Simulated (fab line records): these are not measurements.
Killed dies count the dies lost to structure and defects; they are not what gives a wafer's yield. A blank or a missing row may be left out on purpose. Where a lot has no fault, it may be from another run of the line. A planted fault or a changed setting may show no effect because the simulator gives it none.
Code-filled problem report in 8D (eight disciplines) form + flow gf180mcu + the parts of the form that need people (team, actions taken, sign-off) are left out

== 1. THE ISSUE ==
M4_OVL at GF_M4_OVL_MEAS_15 reads a mean of 39 nm on 6 wafers of 2 lots; wafers without a fault read -1 nm with a standard deviation of 6.1. That is +6.6 standard deviations from the usual mean.
The first sign was on wafer L698.1 at day 26 18:00, on overlay-01. Wafers with a number at this step in the record: 39, from 13 lots. The rule behind "out" and "out of limits": a value lying over 4 standard deviations away from the usual mean. The other wafers with a number count as sound.

== 2. WHAT IT IS AND WHAT IT IS NOT ==
| question                    | is                     | is not                                                                                 |
|-----------------------------|------------------------|----------------------------------------------------------------------------------------|
| which readings at this step | M4_OVL                 | -                                                                                      |
| which lots                  | L698, L704             | L689, L690, L691, L692, L693, L694, L696, L699, L707, L710, L711                       |
| which wafers of those lots  | all that have a number | -                                                                                      |
| read on which gauges        | overlay-01             | overlay-02                                                                             |
| when                        | from day 26 18:00      | up to then (21 sound wafers); but 12 sound wafers of L699, L707, L710, L711 came after |

== 3. WHAT RULES OUT EACH SUSPECT ==
Counting: a tool at a process step up to the reading stays a suspect if it ran every lot that is out and no sound lot after the first of them.
- the gauge at GF_M4_OVL_MEAS_15: kept. All the wafers that are out were read on overlay-01, and no step on other tools shows them out.
- krf scanner-02 at GF_M4_EXPOSE_11 (exposes mask Metal4, target cd 280 nm): kept. All lots that are out passed through it, beginning with L698 at day 26 07:24, and no sound lot followed; its final sound lot before that point was L694 at day 25 00:32.
The count leaves overlay-01 at GF_M4_OVL_MEAS_15 and krf scanner-02 at GF_M4_EXPOSE_11.

== 4. THE CAUSE (what the simulator had put in) ==
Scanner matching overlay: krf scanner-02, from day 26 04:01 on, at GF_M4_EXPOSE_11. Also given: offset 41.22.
Of the 2 suspects that counting leaves, this tool is one.

== 5. SEQUENCE OF EFFECTS, ordered by route ==
Each row: a reading where the mean over the struck wafers with a number is more than 3 standard deviations away from the usual. Only readings for which the record gives a usual standard deviation are gone through. hours: the time from each lot's start at the first step in this table that gives one to its start at this step, as a median over the lots. sigmas: the change in usual standard deviations.
| hours | step              | reading | usual | on struck wafers | change | sigmas |
|-------|-------------------|---------|-------|------------------|--------|--------|
| 0     | GF_M4_OVL_MEAS_15 | M4_OVL  | -1 nm | 39               | +40    | +6.6   |

== 6. HOW IT WOULD HAVE BEEN CAUGHT EARLIER ==
Counted from the fault's start at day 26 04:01, it took 14 hours until the first out-of-limits reading at a measuring or inspecting step in this record, taken at day 26 18:00.
Among the 2 lots that are out, L704 began GF_M4_EXPOSE_11 on krf scanner-02 after day 26 18:00. Putting the tool on hold at that point would have spared it.
